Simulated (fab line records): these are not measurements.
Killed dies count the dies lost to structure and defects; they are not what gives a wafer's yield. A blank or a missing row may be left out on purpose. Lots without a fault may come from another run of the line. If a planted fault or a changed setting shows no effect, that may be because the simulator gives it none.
Which tool is to blame? + flow sky130 + 12 lots, 36 wafers sampled, at 1 step of a route of 708

== WHAT THE GAUGES SHOWED, per wafer ==
SKY_FIELD_ISO_BOW_MEAS_00.
| lot  | measured    | on            | INCOMING_BOW (um) |
|------|-------------|---------------|-------------------|
| L075 | day 1 15:02 | film-metro-01 | 2 8 -3            |
| L077 | day 2 01:00 | film-metro-03 | -4 7 1            |
| L079 | day 2 11:01 | film-metro-03 | 2 3 -2            |
| L081 | day 2 21:02 | film-metro-01 | 1 1 -1            |
| L083 | day 3 07:00 | film-metro-01 | 5 -9 2            |
| L085 | day 3 17:00 | film-metro-03 | -2 -11 7          |
| L087 | day 4 03:00 | film-metro-04 | -10 -15 7         |
| L089 | day 4 13:00 | film-metro-01 | -3 6 -3           |
| L091 | day 4 23:01 | film-metro-01 | 14 2 -10          |
| L093 | day 5 09:01 | film-metro-01 | -7 3 -7           |
| L095 | day 5 19:00 | film-metro-04 | 11 13 -9          |
| L097 | day 6 05:00 | film-metro-03 | -2 7 6            |

== WHICH TOOL RAN EACH LOT (tool, then ch and the chambers of the sampled wafers, then the start) ==
There is no process step in the record ahead of these readings.

== THE ANSWER, worked out from the rows above alone ==
Rule: the lots themselves supply what counts as usual. The widest of any qualifying gaps counts: lots, ordered by their means at a reading, are off when they make up no more than a third of the lots, leave a main group of 4 or more, and stand apart from it by 3 or more times the standard deviation of that group's means. A main group whose means are all the same, to the digits that the tables above print for the reading, isn't used. A lot without any number at a reading at which 4 lots or more have one is off too. All remaining lots with rows at the step are treated as sound.
None of the lots is off at any reading shown; this tells nothing.

== WHAT THE SIMULATOR HAD INSERTED ==
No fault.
